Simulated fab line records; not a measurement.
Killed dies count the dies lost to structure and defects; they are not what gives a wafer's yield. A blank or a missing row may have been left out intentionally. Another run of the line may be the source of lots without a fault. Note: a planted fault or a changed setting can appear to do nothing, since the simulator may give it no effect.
Matching of chambers || flow gf180mcu || cmp-02 running GF_V5_CMP_04: 4 sister chambers
The step polishes SiO2. 8 wafers are shown with their chamber, then 12 later ones without.

EACH WAFER AND ITS CHAMBER
{"wafer": "L089.5", "chamber": 2, "motor-current-A (A)": 14.4}
{"wafer": "L090.3", "chamber": 2, "motor-current-A (A)": 14.5}
{"wafer": "L090.5", "chamber": 0, "motor-current-A (A)": 13.4}
{"wafer": "L090.1", "chamber": 3, "motor-current-A (A)": 12.3}
{"wafer": "L090.6", "chamber": 1, "motor-current-A (A)": 10.4}
{"wafer": "L092.1", "chamber": 3, "motor-current-A (A)": 12.1}
{"wafer": "L092.3", "chamber": 0, "motor-current-A (A)": 12.9}
{"wafer": "L092.4", "chamber": 1, "motor-current-A (A)": 10.9}

WAFERS WHOSE CHAMBER IS MISSING
{"wafer": "L093.1", "motor-current-A (A)": 15.3}
{"wafer": "L093.2", "motor-current-A (A)": 10.7}
{"wafer": "L093.4", "motor-current-A (A)": 12.3}
{"wafer": "L093.3", "motor-current-A (A)": 13.0}
{"wafer": "L093.5", "motor-current-A (A)": 16.2}
{"wafer": "L093.6", "motor-current-A (A)": 11.7}
{"wafer": "L095.1", "motor-current-A (A)": 12.7}
{"wafer": "L095.2", "motor-current-A (A)": 15.4}
{"wafer": "L095.3", "motor-current-A (A)": 12.8}
{"wafer": "L097.2", "motor-current-A (A)": 12.5}
{"wafer": "L097.4", "motor-current-A (A)": 12.1}
{"wafer": "L097.5", "motor-current-A (A)": 11.1}

EACH ONE'S CHAMBER
{"wafer": "L093.1", "from the rows above": 2, "in truth": 2}
{"wafer": "L093.2", "from the rows above": 1, "in truth": 1}
{"wafer": "L093.4", "from the rows above": 3, "in truth": 3}
{"wafer": "L093.3", "from the rows above": 0, "in truth": 0}
{"wafer": "L093.5", "from the rows above": 2, "in truth": 2}
{"wafer": "L093.6", "from the rows above": 3, "in truth": 3}
{"wafer": "L095.1", "from the rows above": "can't be placed: 0 or 3", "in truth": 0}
{"wafer": "L095.2", "from the rows above": 2, "in truth": 2}
{"wafer": "L095.3", "from the rows above": "can't be placed: 0 or 3", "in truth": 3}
{"wafer": "L097.2", "from the rows above": "can't be placed: 3 or 0", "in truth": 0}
{"wafer": "L097.4", "from the rows above": 3, "in truth": 3}
{"wafer": "L097.5", "from the rows above": 1, "in truth": 1}
Placed correctly: 9 of 12. These rows do not allow placing 3 (true chamber among the candidates in 3). 0 placed wrongly.
How it was worked out, from the rows above alone: a wafer's distance from a chamber is the root of the sum, over the readings, of the square of ((its reading less the chamber's mean) divided by the reading's scatter). The wafer belongs to the nearest chamber; if the next one is less than 2 further off, it can't be placed. For every chamber, the mean is computed from those of its wafers that are shown. The scatter: the root of (the sum of the squares of (reading less its chamber's mean) over the shown wafers, divided by (wafers less chambers)).
